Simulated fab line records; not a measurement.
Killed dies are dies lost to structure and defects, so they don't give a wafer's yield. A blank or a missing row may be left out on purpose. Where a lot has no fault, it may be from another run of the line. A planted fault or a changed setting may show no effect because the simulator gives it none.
Which of the tools did it? / flow sky130 / 12 lots with 36 wafers sampled at 4 steps, on a route of 708 steps

WHAT THE GAUGES READ, wafer by wafer
The record holds no reading of a measuring or inspecting step that can be judged against a usual standard deviation.

WHICH TOOL RAN EACH LOT (tool, then ch and the chambers of the sampled wafers, then the start)
lot=L264; SKY_LDD_HVN_STRIP_09=plasmaAsher-03 ch 0,1, day 20 02:01; SKY_SD_N_RTA_14=rtpAnneal-02 ch 0, day 27 16:04; SKY_LI_CONTACT_SPUTTER_20=pvdSputter-04, day 28 21:44; SKY_LI_CONTACT_CMP_24=cmp-02 ch 0,2,3, day 28 22:07
lot=L267; SKY_LDD_HVN_STRIP_09=plasmaAsher-01 ch 0,1, day 21 09:12; SKY_SD_N_RTA_14=rtpAnneal-01 ch 0, day 28 19:56; SKY_LI_CONTACT_SPUTTER_20=pvdSputter-04, day 30 01:21; SKY_LI_CONTACT_CMP_24=cmp-02 ch 0,1,3, day 30 01:49
lot=L268; SKY_LDD_HVN_STRIP_09=plasmaAsher-02 ch 0,1, day 21 17:58; SKY_SD_N_RTA_14=rtpAnneal-02 ch 0, day 29 02:45; SKY_LI_CONTACT_SPUTTER_20=pvdSputter-01, day 30 07:43; SKY_LI_CONTACT_CMP_24=cmp-02 ch 0,2, day 30 08:05
lot=L269; SKY_LDD_HVN_STRIP_09=plasmaAsher-01 ch 0,1, day 22 11:01; SKY_SD_N_RTA_14=rtpAnneal-01 ch 0, day 29 20:12; SKY_LI_CONTACT_SPUTTER_20=pvdSputter-04, day 31 08:43; SKY_LI_CONTACT_CMP_24=cmp-02 ch 1,2,3, day 31 09:16
lot=L270; SKY_LDD_HVN_STRIP_09=plasmaAsher-02 ch 0,1, day 22 14:58; SKY_SD_N_RTA_14=rtpAnneal-02 ch 0, day 29 22:16; SKY_LI_CONTACT_SPUTTER_20=pvdSputter-02, day 31 09:46; SKY_LI_CONTACT_CMP_24=cmp-02 ch 0,3, day 31 10:11
lot=L272; SKY_LDD_HVN_STRIP_09=plasmaAsher-03 ch 0,1, day 23 22:37; SKY_SD_N_RTA_14=rtpAnneal-01 ch 0, day 31 10:26; SKY_LI_CONTACT_SPUTTER_20=pvdSputter-04, day 32 15:03; SKY_LI_CONTACT_CMP_24=cmp-01 ch 0,1,3, day 32 15:32
lot=L273; SKY_LDD_HVN_STRIP_09=plasmaAsher-01 ch 0, day 24 05:46; SKY_SD_N_RTA_14=rtpAnneal-02 ch 0, day 31 13:34; SKY_LI_CONTACT_SPUTTER_20=pvdSputter-01, day 32 18:20; SKY_LI_CONTACT_CMP_24=cmp-01 ch 0,3, day 32 18:43
lot=L277; SKY_LDD_HVN_STRIP_09=plasmaAsher-01 ch 0,1, day 25 00:58; SKY_SD_N_RTA_14=rtpAnneal-01 ch 0, day 32 08:09; SKY_LI_CONTACT_SPUTTER_20=pvdSputter-04, day 33 11:54; SKY_LI_CONTACT_CMP_24=cmp-01 ch 0,3, day 33 12:19
lot=L279; SKY_LDD_HVN_STRIP_09=plasmaAsher-02 ch 0,1, day 25 14:51; SKY_SD_N_RTA_14=rtpAnneal-01 ch 0, day 32 18:13; SKY_LI_CONTACT_SPUTTER_20=pvdSputter-04, day 33 22:58; SKY_LI_CONTACT_CMP_24=cmp-02 ch 1,2, day 33 23:19
lot=L282; SKY_LDD_HVN_STRIP_09=plasmaAsher-02 ch 0,1, day 26 13:28; SKY_SD_N_RTA_14=rtpAnneal-02 ch 0, day 33 15:57; SKY_LI_CONTACT_SPUTTER_20=pvdSputter-01, day 34 19:38; SKY_LI_CONTACT_CMP_24=cmp-02 ch 1,2,3, day 34 20:00
lot=L284; SKY_LDD_HVN_STRIP_09=plasmaAsher-03 ch 0,1, day 27 11:58; SKY_SD_N_RTA_14=rtpAnneal-02 ch 0, day 34 13:39; SKY_LI_CONTACT_SPUTTER_20=pvdSputter-02, day 35 17:38; SKY_LI_CONTACT_CMP_24=cmp-01 ch 2,3, day 35 18:03
lot=L286; SKY_LDD_HVN_STRIP_09=plasmaAsher-01 ch 0,1, day 27 19:55; SKY_SD_N_RTA_14=rtpAnneal-02 ch 0, day 34 18:01; SKY_LI_CONTACT_SPUTTER_20=pvdSputter-01, day 35 21:11; SKY_LI_CONTACT_CMP_24=cmp-02 ch 0,1,3, day 35 21:39
- SKY_LDD_HVN_STRIP_09: strips in O2/N2.
- SKY_SD_N_RTA_14: time 2 s.
- SKY_LI_CONTACT_SPUTTER_20: material TiN, target thk 20 nm, time 80 s.
- SKY_LI_CONTACT_CMP_24: polishes, stops on PSG, t overpolish 19.19 s, target thk 0 nm.

WHAT THE TOOLS THEMSELVES READ (means of the sampled wafers that have a number; where no wafer has one, the mark that the record gives instead)
SKY_LDD_HVN_STRIP_09. Usual: drypumpMotorCurrentA 5.6 A, standard deviation 0.37; n2FlowSccm 299.9 sccm, standard deviation 0.96; oesProductAu 0.408 a.u., standard deviation 0.0044; stripTimeToEndpointS 4.142 s, standard deviation 0.013.
lot=L264; tool=plasmaAsher-03; drypumpMotorCurrentA (A)=5.7; n2FlowSccm (sccm)=299.6; oesProductAu (a.u.)=0.411; stripTimeToEndpointS (s)=4.128; flag=
lot=L267; tool=plasmaAsher-01; drypumpMotorCurrentA (A)=5.9; n2FlowSccm (sccm)=299.7; oesProductAu (a.u.)=0.410; stripTimeToEndpointS (s)=4.133; flag=
lot=L268; tool=plasmaAsher-02; drypumpMotorCurrentA (A)=5.6; n2FlowSccm (sccm)=299.0; oesProductAu (a.u.)=0.408; stripTimeToEndpointS (s)=4.148; flag=
lot=L269; tool=plasmaAsher-01; drypumpMotorCurrentA (A)=5.5; n2FlowSccm (sccm)=300.0; oesProductAu (a.u.)=0.412; stripTimeToEndpointS (s)=4.155; flag=
lot=L270; tool=plasmaAsher-02; drypumpMotorCurrentA (A)=5.6; n2FlowSccm (sccm)=299.8; oesProductAu (a.u.)=0.405; stripTimeToEndpointS (s)=4.150; flag=
lot=L272; tool=plasmaAsher-03; drypumpMotorCurrentA (A)=5.7; n2FlowSccm (sccm)=299.8; oesProductAu (a.u.)=0.406; stripTimeToEndpointS (s)=4.134; flag=
lot=L273; tool=plasmaAsher-01; drypumpMotorCurrentA (A)=5.2; n2FlowSccm (sccm)=299.3; oesProductAu (a.u.)=0.408; stripTimeToEndpointS (s)=4.150; flag=
lot=L277; tool=plasmaAsher-01; drypumpMotorCurrentA (A)=5.5; n2FlowSccm (sccm)=300.5; oesProductAu (a.u.)=0.413; stripTimeToEndpointS (s)=4.129; flag=
lot=L279; tool=plasmaAsher-02; drypumpMotorCurrentA (A)=5.4; n2FlowSccm (sccm)=300.7; oesProductAu (a.u.)=0.411; stripTimeToEndpointS (s)=4.159; flag=
lot=L282; tool=plasmaAsher-02; drypumpMotorCurrentA (A)=5.4; n2FlowSccm (sccm)=299.9; oesProductAu (a.u.)=0.409; stripTimeToEndpointS (s)=4.143; flag=
lot=L284; tool=plasmaAsher-03; drypumpMotorCurrentA (A)=5.6; n2FlowSccm (sccm)=300.7; oesProductAu (a.u.)=0.410; stripTimeToEndpointS (s)=4.157; flag=
lot=L286; tool=plasmaAsher-01; drypumpMotorCurrentA (A)=5.9; n2FlowSccm (sccm)=299.4; oesProductAu (a.u.)=0.405; stripTimeToEndpointS (s)=4.160; flag=

SKY_SD_N_RTA_14. Usual: lampPowerPct 15.73 %, standard deviation 0.049; rampDownCPerS 90.001, standard deviation 0.015; wafer_temp_C_max 1078.1, standard deviation 1.3.
lot=L264; tool=rtpAnneal-02; lampPowerPct (%)=15.73; rampDownCPerS=89.992; wafer_temp_C_max=1078.8; flag=
lot=L267; tool=rtpAnneal-01; lampPowerPct (%)=15.77; rampDownCPerS=90.003; wafer_temp_C_max=1080.4; flag=
lot=L268; tool=rtpAnneal-02; lampPowerPct (%)=15.75; rampDownCPerS=89.991; wafer_temp_C_max=1077.2; flag=
lot=L269; tool=rtpAnneal-01; lampPowerPct (%)=15.71; rampDownCPerS=90.011; wafer_temp_C_max=1078.0; flag=
lot=L270; tool=rtpAnneal-02; lampPowerPct (%)=15.71; rampDownCPerS=90.004; wafer_temp_C_max=1079.4; flag=
lot=L272; tool=rtpAnneal-01; lampPowerPct (%)=15.76; rampDownCPerS=90.000; wafer_temp_C_max=1079.0; flag=
lot=L273; tool=rtpAnneal-02; lampPowerPct (%)=15.76; rampDownCPerS=90.018; wafer_temp_C_max=1077.9; flag=
lot=L277; tool=rtpAnneal-01; lampPowerPct (%)=15.77; rampDownCPerS=35.995; wafer_temp_C_max=1077.1; flag=OFF
lot=L279; tool=rtpAnneal-01; lampPowerPct (%)=15.74; rampDownCPerS=35.991; wafer_temp_C_max=1078.6; flag=OFF
lot=L282; tool=rtpAnneal-02; lampPowerPct (%)=15.74; rampDownCPerS=89.997; wafer_temp_C_max=1078.1; flag=
lot=L284; tool=rtpAnneal-02; lampPowerPct (%)=15.76; rampDownCPerS=90.022; wafer_temp_C_max=1078.0; flag=
lot=L286; tool=rtpAnneal-02; lampPowerPct (%)=15.76; rampDownCPerS=89.998; wafer_temp_C_max=1077.3; flag=

SKY_LI_CONTACT_SPUTTER_20. Usual: throttleValvePct 30.3 %, standard deviation 1.1.
lot=L264; tool=pvdSputter-04; throttleValvePct (%)=30.3; flag=
lot=L267; tool=pvdSputter-04; throttleValvePct (%)=30.1; flag=
lot=L268; tool=pvdSputter-01; throttleValvePct (%)=28.4; flag=
lot=L269; tool=pvdSputter-04; throttleValvePct (%)=30.1; flag=
lot=L270; tool=pvdSputter-02; throttleValvePct (%)=30.7; flag=
lot=L272; tool=pvdSputter-04; throttleValvePct (%)=30.2; flag=
lot=L273; tool=pvdSputter-01; throttleValvePct (%)=28.3; flag=
lot=L277; tool=pvdSputter-04; throttleValvePct (%)=30.7; flag=
lot=L279; tool=pvdSputter-04; throttleValvePct (%)=30.2; flag=
lot=L282; tool=pvdSputter-01; throttleValvePct (%)=28.2; flag=
lot=L284; tool=pvdSputter-02; throttleValvePct (%)=30.5; flag=
lot=L286; tool=pvdSputter-01; throttleValvePct (%)=27.9; flag=

SKY_LI_CONTACT_CMP_24. Usual: motorCurrentA 10.8 A, standard deviation 0.99; overpolishRunS 19.190 s, standard deviation 0.009; timeToEndpointS 98 s, standard deviation 4.3.
lot=L264; tool=cmp-02; motorCurrentA (A)=11.2; overpolishRunS (s)=19.190; timeToEndpointS (s)=98; flag=
lot=L267; tool=cmp-02; motorCurrentA (A)=10.3; overpolishRunS (s)=19.182; timeToEndpointS (s)=99; flag=
lot=L268; tool=cmp-02; motorCurrentA (A)=10.7; overpolishRunS (s)=19.195; timeToEndpointS (s)=97; flag=
lot=L269; tool=cmp-02; motorCurrentA (A)=10.5; overpolishRunS (s)=19.192; timeToEndpointS (s)=94; flag=
lot=L270; tool=cmp-02; motorCurrentA (A)=10.8; overpolishRunS (s)=19.184; timeToEndpointS (s)=97; flag=
lot=L272; tool=cmp-01; motorCurrentA (A)=10.6; overpolishRunS (s)=19.185; timeToEndpointS (s)=95; flag=
lot=L273; tool=cmp-01; motorCurrentA (A)=11.6; overpolishRunS (s)=19.189; timeToEndpointS (s)=99; flag=
lot=L277; tool=cmp-01; motorCurrentA (A)=11.8; overpolishRunS (s)=19.188; timeToEndpointS (s)=94; flag=
lot=L279; tool=cmp-02; motorCurrentA (A)=10.5; overpolishRunS (s)=19.203; timeToEndpointS (s)=98; flag=
lot=L282; tool=cmp-02; motorCurrentA (A)=10.6; overpolishRunS (s)=19.194; timeToEndpointS (s)=98; flag=
lot=L284; tool=cmp-01; motorCurrentA (A)=12.2; overpolishRunS (s)=19.189; timeToEndpointS (s)=98; flag=
lot=L286; tool=cmp-02; motorCurrentA (A)=10.5; overpolishRunS (s)=19.187; timeToEndpointS (s)=96; flag=

THE ANSWER, worked out from the rows above alone
Rule: a lot counts as off when the mean over its wafers that have a number is more than 3 standard deviations away from the usual mean. A lot without any number at a reading at which 4 lots or more have one is off too. All remaining lots with rows at the step are treated as sound. First the gauges in route order, then the tools' own readings, where a lot's mean is used as printed above. At the first step where some lot is off, the reading lying furthest off is the one used; lots without a number count as furthest.
Off: L277, L279, at SKY_SD_N_RTA_14 (rampDownCPerS).
A tool fits if, at that step or a process step before it, it ran every lot that is off, and no sound lot after the first of them. One candidate fits, namely rtpAnneal-01 at SKY_SD_N_RTA_14. A fault onset in the window from L272 (day 31 10:26, its last sound lot) to L277 (day 32 08:09, its first lot off) fits.
On the lots that are off, the tool's own readings at SKY_SD_N_RTA_14 differ by more than 5 times the standard deviation of the sound lots' means, which bears it out; rampDownCPerS reads 35.993 there versus 90.004 on the sound lots.

WHAT THE SIMULATOR HAD PUT IN
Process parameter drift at SKY_SD_N_RTA_14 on rtpAnneal-01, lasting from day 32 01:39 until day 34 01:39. A move of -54 in setting rampDownCPerS, from 90. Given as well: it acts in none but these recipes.
Struck lots among those shown: L277, L279. The rule above found the same.
